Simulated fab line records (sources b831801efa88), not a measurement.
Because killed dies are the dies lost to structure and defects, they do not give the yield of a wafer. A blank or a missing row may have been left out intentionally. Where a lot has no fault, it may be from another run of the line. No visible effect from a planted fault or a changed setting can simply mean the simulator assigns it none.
A lot that was struck, set against a sound lot + flow sky130 + 16 out of 708 route steps
Sound: wafers L785.2, L785.5, L785.6. Struck: wafer L788.3. (L788.1, L788.2 of the same lot were not struck and are left out.) The cause comes at the end.
Order at every step that has rows: each side's tool, ch and its chambers, its first start. Under that, the readings that differ: sound wafers + struck wafers + difference of the means + sigmas: that difference in standard deviations of wafers without a fault.
alike: readings with means less than 2 such deviations apart, plus words and numbers identical on both sides. not compared: withheld readings, readings lacking a value on some wafer, bounds such as >300 that could conceal the same value, and numbers that have no deviation in the record and whose values overlap.
A row with sigmas, a row that says differs or no value, or rows on one side alone: a step with any of these is where the two part. Numbers that don't overlap but have no deviation are shown without sigmas and don't part them. A reading that every wafer of one side lacks parts them only if that side has two wafers or more.

first, 2 steps without rows for these wafers: SKY_METAL3_PEB_11; SKY_METAL3_DEVELOP_12 (develop time 60 s).
SKY_METAL3_CD_MEAS_13: the cd target is 300 nm.
  sound on cd sem-01 at day 40 04:01; struck on cd sem-01 at day 41 10:29
| reading    | sound             | struck | difference | sigmas |
|------------|-------------------|--------|------------|--------|
| cd nm (nm) | 302.0 301.2 302.4 | 296.0  | -5.9       | -3     |
SKY_METAL3_OVL_MEAS_14:
  sound on overlay-01 at day 40 04:08; struck on overlay-02 at day 41 10:37
  alike: METAL3_OVL
SKY_METAL3_DESCUM_15: chemistry O2, time 8 s.
  sound on rie metal-02 ch 0,1, day 40 04:10; struck on rie metal-04 ch 0, day 41 10:38
  alike: drypump motor current A, oes product au
  not compared: rf hours counter h
then, 1 step without rows for these wafers: SKY_METAL3_ETCH_16 (etches BARC in N2/H2, stops on SiO2, time 88.2 s, target depth 60 nm).
SKY_METAL3_ETCH_17: etches SiO2 in C4F8/O2/Ar, stops on TiN, time 3.9 s, target depth 15 nm.
  sound on rie diel-04 ch 0,1, day 40 04:17; struck on rie diel-02 ch 3, day 41 10:46
  alike: oes product au
  not compared: rf hours counter h
SKY_METAL3_METAL_ETCH_18: etches the open film in Cl2/BCl3, stops on SiO2, target depth 845 nm, time 183.1 s.
  sound on rie metal-04 ch 0,1, day 40 04:19; struck on rie metal-03 ch 1, day 41 10:47
  alike: drypump motor current A, oes product au, throttle valve pct
  not compared: rf hours counter h
SKY_METAL3_STRIP_19: strips in O2/N2.
  sound on plasma asher-03 ch 0,1, day 40 04:29; struck on plasma asher-01 ch 0, day 41 10:58
  alike: drypump motor current A, oes product au, strip time to endpoint s
  not compared: rf hours counter h
then, 3 steps without rows for these wafers: SKY_METAL3_STRIP_20 (strips in post etch residue remover, time 1200 s); SKY_METAL3_CLEAN_21 (cleans in IPA, time 180 s); SKY_METAL3_CLEAN_22 (cleans in O3/DIW).
SKY_VIA3_HDPCVD_00: deposits SiO2, target thk 1635 nm, time 272.5 s.
  sound on hdpcvd-02 ch 0,1,2, day 40 05:05; struck on hdpcvd-02 ch 1, day 41 11:34
| reading                                  | sound             | struck | difference | sigmas |
|------------------------------------------|-------------------|--------|------------|--------|
| run length s (s)                         | 300.5 300.1 300.6 | 314.3  | +13.9      | +37    |
| model.SiO2_of_VIA3_HDPCVD_00.thk nm (nm) | 1663 1660 1658    | 1735   | +75        |        |
  alike: pressure mtorr, susceptor temp C
SKY_VIA3_THK_MEAS_01:
  sound on film metro-04 at day 40 05:16; struck on film metro-03 at day 41 11:58
| reading              | sound          | struck | difference | sigmas |
|----------------------|----------------|--------|------------|--------|
| VIA3_HDPCVD_THK (nm) | 1664 1661 1658 | 1735   | +74        | +4     |
  not compared: hold
SKY_VIA3_CMP_02: polishes SiO2.
  sound on cmp-02 ch 2,3, day 40 06:01; struck on cmp-01 ch 2, day 41 21:02
| reading | sound | struck                   | difference                   | sigmas |
|---------|-------|--------------------------|------------------------------|--------|
| hold    | - - - | await dispo/9.0h/release | no value on the sound wafers |        |
  alike: motor current A, platen rpm
-- the record jumps here: 6 days lie between the struck wafers' starts before and after (it left off in module VIA3 and takes up again in module PAD_OPEN, whose first step shown is number 708 of the route) --
SKY_PAD_OPEN_PROBE_99:
  sound on prober-02 at day 47 05:01; struck on prober-01 at day 48 04:41
  alike: defect limited yield, killed_at_M0_to_M3, killed_at_M4_up, killed at contacts, killed at front end, killed at other, killed dies, killed open, killed short, sort_bin_3_pad_short, sort_bin_5_function, sort_bin_6_memory, sort n pass, sort yield pct

## WHERE THEY PART
Last at SKY_VIA3_CMP_02 as far as this record goes, first at SKY_METAL3_CD_MEAS_13. Later steps at which nothing parts them and some readings are alike: SKY_PAD_OPEN_PROBE_99.

WHY: what the simulator had put in
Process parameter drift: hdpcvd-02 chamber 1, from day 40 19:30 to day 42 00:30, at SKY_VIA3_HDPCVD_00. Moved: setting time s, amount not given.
